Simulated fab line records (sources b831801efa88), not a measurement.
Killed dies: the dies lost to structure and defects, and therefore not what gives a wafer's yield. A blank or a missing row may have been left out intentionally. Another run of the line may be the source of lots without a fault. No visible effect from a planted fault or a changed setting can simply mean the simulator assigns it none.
Which tool did it? :: flow sky130 :: 7 lots, 21 wafers sampled, at 3 steps of a route of 708

## WHAT THE GAUGES READ, wafer by wafer
SKY_VT_ADJUST_PCH_TW_MEAS_10.
lot: L606
measured: day 11 14:00
on: film-metro-01
VT_ADJUST_PCH_TW: 142.5 142.9 142.8

lot: L609
measured: day 12 16:29
on: film-metro-02
VT_ADJUST_PCH_TW: 143.3 143.8 142.4

lot: L611
measured: day 13 03:50
on: film-metro-02
VT_ADJUST_PCH_TW: 142.5 142.9 142.6

lot: L613
measured: day 14 00:41
on: film-metro-02
VT_ADJUST_PCH_TW: 143.2 143.8 143.2

lot: L615
measured: day 14 10:53
on: film-metro-02
VT_ADJUST_PCH_TW: 144.4 143.7 143.1

lot: L617
measured: day 15 07:05
on: film-metro-02
VT_ADJUST_PCH_TW: 30.1 30.3 30.2

lot: L625
measured: day 17 23:32
on: film-metro-01
VT_ADJUST_PCH_TW: 142.9 142.1 143.2

## WHICH TOOL RAN EACH LOT (tool, then ch and the chambers of the sampled wafers, then the start)
lot: L606
SKY_VT_ADJUST_PCH_IMPLANT_08: implanter-02 ch 0, day 11 13:47
SKY_VT_ADJUST_PCH_STRIP_09: plasma-asher-03 ch 0,1, day 11 13:55

lot: L609
SKY_VT_ADJUST_PCH_IMPLANT_08: implanter-04 ch 0, day 12 16:14
SKY_VT_ADJUST_PCH_STRIP_09: plasma-asher-03 ch 0,1, day 12 16:23

lot: L611
SKY_VT_ADJUST_PCH_IMPLANT_08: implanter-01 ch 0, day 13 03:35
SKY_VT_ADJUST_PCH_STRIP_09: plasma-asher-03 ch 0,1, day 13 03:44

lot: L613
SKY_VT_ADJUST_PCH_IMPLANT_08: implanter-02 ch 0, day 14 00:26
SKY_VT_ADJUST_PCH_STRIP_09: plasma-asher-03 ch 0, day 14 00:35

lot: L615
SKY_VT_ADJUST_PCH_IMPLANT_08: implanter-04 ch 0, day 14 10:39
SKY_VT_ADJUST_PCH_STRIP_09: plasma-asher-02 ch 0,1, day 14 10:47

lot: L617
SKY_VT_ADJUST_PCH_IMPLANT_08: implanter-01, day 15 06:50
SKY_VT_ADJUST_PCH_STRIP_09: plasma-asher-02 ch 0,1, day 15 06:59

lot: L625
SKY_VT_ADJUST_PCH_IMPLANT_08: implanter-02 ch 0, day 17 23:18
SKY_VT_ADJUST_PCH_STRIP_09: plasma-asher-04 ch 0,1, day 17 23:26
- SKY_VT_ADJUST_PCH_IMPLANT_08
- SKY_VT_ADJUST_PCH_STRIP_09: strips in O2/N2.

## THE ANSWER, worked out from the rows above alone
Rule: usual is defined by the lots themselves. Put in order of their means at a reading, lots are off if they are a third of the lots or fewer, leave a main group of 4 or more, and stand apart from it by a gap of 3 or more times the standard deviation of the main group's means; of several such gaps the widest counts. A main group is skipped when, at the precision printed for the reading in the tables above, its means are all equal. A lot without any number at a reading at which 4 lots or more have one is off too. All remaining lots with rows at the step are treated as sound.
Off: L617, seen at SKY_VT_ADJUST_PCH_TW_MEAS_10 (VT_ADJUST_PCH_TW). The main group has a mean of 143.1 with a standard deviation of 0.4.
A tool fits if, at a process step before that reading, it ran every lot that is off, and no sound lot after the first of them. Those tools and the gauges at SKY_VT_ADJUST_PCH_TW_MEAS_10 are tried in the same way. Can't be told from this: 3 tools fit, implanter-01 at SKY_VT_ADJUST_PCH_IMPLANT_08, plasma-asher-02 at SKY_VT_ADJUST_PCH_STRIP_09, film-metro-02 at SKY_VT_ADJUST_PCH_TW_MEAS_10.

## WHAT THE SIMULATOR HAD PUT IN
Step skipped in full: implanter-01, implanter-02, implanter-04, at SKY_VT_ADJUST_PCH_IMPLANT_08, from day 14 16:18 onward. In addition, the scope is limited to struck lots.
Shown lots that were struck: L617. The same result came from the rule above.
